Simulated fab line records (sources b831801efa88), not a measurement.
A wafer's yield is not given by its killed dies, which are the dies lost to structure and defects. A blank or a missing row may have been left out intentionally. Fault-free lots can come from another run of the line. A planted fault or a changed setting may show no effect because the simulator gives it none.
A struck lot beside a sound one / flow sky130 / 43 out of 708 route steps
Sound: wafers L742.3, L742.4, L742.6. Struck: wafer L749.6 (L749.1, L749.4, from the same lot, were not struck and are left out); the cause is given at the end.
Order at every step that has rows: each side's tool, ch and its chambers, its first start. Under that, the readings that differ: sound wafers / struck wafers / difference of the means / sigmas: that difference in standard deviations of wafers without a fault.
alike: words and numbers the same on both sides, and readings whose means are apart by under 2 such deviations; not compared: readings that were withheld, readings missing a value for some wafer, numbers with overlapping values and no deviation given by the record, and bounds like >300 which may hide the same value.
Wherever a step has rows on one side only, a row that says differs or no value, or a row with sigmas, the two part there. When numbers do not overlap yet have no deviation, they are printed without sigmas and do not part them. A reading that every wafer of one side lacks parts them only if that side has two wafers or more.

SKY_LDD_N_STRIP_16: strips in O2/N2.
  sound on plasma asher-04 ch 0,1, day 18 10:56; struck on plasma asher-01 ch 1, day 21 14:34
  alike: chamber pressure mTorr, drypump motor current A, oes product au, strip time to endpoint s
  not compared: rf hours counter h
SKY_LDD_N_TW_MEAS_17:
  sound on film metro-02 at day 18 11:02; struck on film metro-02 at day 21 14:40
  alike: LDD_N_TW
then, 7 steps without rows for these wafers: SKY_LDD_P_DEHYDRATE_00 (time 60 s); SKY_LDD_P_HMDS_01 (prime time 60 s); SKY_LDD_P_COAT_02 (resist thk 1140 nm); SKY_LDD_P_SOFTBAKE_03 (time 60 s); SKY_LDD_P_EXPOSE_04 (exposes mask PSDM, target cd 380 nm); SKY_LDD_P_PEB_05; SKY_LDD_P_DEVELOP_06 (develop time 60 s).
SKY_LDD_P_CD_MEAS_07: target cd 380 nm.
  sound on cd sem-02 at day 19 16:55; struck on cd sem-01 at day 22 21:04
  alike: cd nm
SKY_LDD_P_OVL_MEAS_08:
  sound on overlay-01 at day 19 17:01; struck on overlay-01 at day 22 21:11
  alike: LDD_P_OVL
then, 1 step without rows for these wafers: SKY_LDD_P_IMPLANT_09.
SKY_LDD_P_STRIP_10: strips in O2/N2.
  sound on plasma asher-03 ch 0,1, day 19 17:13; struck on plasma asher-02 ch 1, day 22 21:22
reading=chamber pressure mTorr (mTorr); sound=1498.2 1499.3 1499.7; struck=1501.9; difference=+2.8; sigmas=+2
  alike: drypump motor current A, oes product au, strip time to endpoint s
  not compared: rf hours counter h
SKY_LDD_P_TW_MEAS_11:
  sound on film metro-02 at day 19 17:18; struck on film metro-01 at day 22 21:28
  alike: LDD_P_TW
then, 7 steps without rows for these wafers: SKY_LDD_HVN_DEHYDRATE_00 (time 60 s); SKY_LDD_HVN_HMDS_01 (prime time 60 s); SKY_LDD_HVN_COAT_02 (resist thk 300 nm); SKY_LDD_HVN_SOFTBAKE_03 (time 60 s); SKY_LDD_HVN_EXPOSE_04 (exposes mask HVNTM, target cd 700 nm); SKY_LDD_HVN_PEB_05; SKY_LDD_HVN_DEVELOP_06 (develop time 60 s).
SKY_LDD_HVN_OVL_MEAS_07:
  sound on overlay-01 at day 20 22:57; struck on overlay-02 at day 24 02:58
  alike: LDD_HVN_OVL
then, 1 step without rows for these wafers: SKY_LDD_HVN_IMPLANT_08.
SKY_LDD_HVN_STRIP_09: strips in O2/N2.
  sound on plasma asher-02 ch 0,1, day 20 23:10; struck on plasma asher-02 ch 1, day 24 03:09
  alike: chamber pressure mTorr, drypump motor current A, oes product au, strip time to endpoint s
  not compared: rf hours counter h
SKY_LDD_HVN_TW_MEAS_10:
  sound on film metro-03 at day 20 23:15; struck on film metro-03 at day 24 03:15
  alike: LDD_HVN_TW
then, 7 steps without rows for these wafers: SKY_LDD_HVP_DEHYDRATE_00 (time 60 s); SKY_LDD_HVP_HMDS_01 (prime time 60 s); SKY_LDD_HVP_COAT_02 (resist thk 300 nm); SKY_LDD_HVP_SOFTBAKE_03 (time 60 s); SKY_LDD_HVP_EXPOSE_04 (exposes mask HVPTM, target cd 700 nm); SKY_LDD_HVP_PEB_05; SKY_LDD_HVP_DEVELOP_06 (develop time 60 s).
SKY_LDD_HVP_OVL_MEAS_07:
  sound on overlay-02 at day 22 05:53; struck on overlay-02 at day 25 09:20
reading=LDD_HVP_OVL (nm); sound=1.5 0.4 1.0; struck=-2.0; difference=-3.0; sigmas=-2
then, 1 step without rows for these wafers: SKY_LDD_HVP_IMPLANT_08.
SKY_LDD_HVP_STRIP_09: strips in O2/N2.
  sound on plasma asher-02 ch 0,1, day 22 06:05; struck on plasma asher-02 ch 1, day 25 09:31
  alike: chamber pressure mTorr, drypump motor current A, oes product au, strip time to endpoint s
  not compared: rf hours counter h
SKY_LDD_HVP_TW_MEAS_10:
  sound on film metro-03 at day 22 06:11; struck on film metro-02 at day 25 09:37
  alike: LDD_HVP_TW
then, 6 steps without rows for these wafers: SKY_LDD_LDN_DEHYDRATE_00 (time 60 s); SKY_LDD_LDN_HMDS_01 (prime time 60 s); SKY_LDD_LDN_COAT_02 (resist thk 1140 nm); SKY_LDD_LDN_SOFTBAKE_03 (time 60 s); SKY_LDD_LDN_EXPOSE_04 (exposes mask LDNTM, target cd 700 nm); SKY_LDD_LDN_PEB_05.
-- a jump in the record: the struck wafers' starts before and after are 23 days apart (it breaks off in module LDD_LDN and resumes in module PAD_OPEN, where the first step shown is number 708 of the route) --
SKY_PAD_OPEN_PROBE_99:
  sound on prober-01 at day 46 09:17; struck on prober-01 at day 48 13:32
reading=killed at front end; sound=10 17 12; struck=64; difference=+51; sigmas=+12
reading=killed dies; sound=70 98 82; struck=145; difference=+62; sigmas=+7
  alike: killed_at_M0_to_M3, killed_at_M4_up, killed at contacts, killed at other, killed open, killed short

WHERE THEY PART
At SKY_LDD_P_STRIP_10 first; at SKY_PAD_OPEN_PROBE_99 last (within this record only).

WHY: what had been put in by the simulator
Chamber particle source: plasma asher-02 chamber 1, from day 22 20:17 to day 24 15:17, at SKY_LDD_P_STRIP_10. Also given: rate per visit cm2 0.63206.
